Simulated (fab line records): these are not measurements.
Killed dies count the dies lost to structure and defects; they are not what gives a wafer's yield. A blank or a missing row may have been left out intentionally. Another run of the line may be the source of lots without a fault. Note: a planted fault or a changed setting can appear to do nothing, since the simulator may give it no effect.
Chamber matching | flow sfq-line | SFQ_TRILAYER_A5B_CMP_CMP_130 on cmp-02: 4 sister chambers
The step polishes, stops on Nb, target thk 340.7 nm. 4 wafers are shown with their chamber, then 8 later ones without.

## WAFERS PAIRED WITH THEIR CHAMBERS
wafer  | chamber | motor-current-A (A)
L601.2 | 3       | 13.0
L601.1 | 2       | 10.1
L601.3 | 1       | 10.3
L603.4 | 0       | 9.0

## WAFERS WITH NO CHAMBER GIVEN
wafer  | motor-current-A (A)
L603.3 | 10.4
L603.5 | 10.7
L610.1 | 10.7
L610.3 | 8.9
L610.4 | 9.9
L614.1 | 12.3
L614.5 | 9.1
L614.6 | 13.2

## WHICH CHAMBER EACH ONE RAN IN
wafer  | from the rows above     | in truth
L603.3 | can't be placed: 1 or 2 | 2
L603.5 | can't be placed: 1 or 2 | 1
L610.1 | can't be placed: 1 or 2 | 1
L610.3 | 0                       | 0
L610.4 | can't be placed: 2 or 1 | 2
L614.1 | 3                       | 3
L614.5 | 0                       | 0
L614.6 | 3                       | 3
Placed correctly: 4 of 8. From these rows, 4 cannot be placed; in 4 the true chamber is one of the candidates. Wrongly placed: 0.
How it was worked out, from the rows above alone: a wafer's distance from a chamber is the root of the sum, over the readings, of the square of ((its reading less the chamber's mean) divided by the reading's scatter). The wafer belongs to the nearest chamber; if the next one is less than 2 further off, it can't be placed. Each chamber's mean is taken over the wafers shown for it. The scatter: with one shown wafer a chamber, the root of the mean of the squares of how far each hidden wafer lies from its nearest shown one.
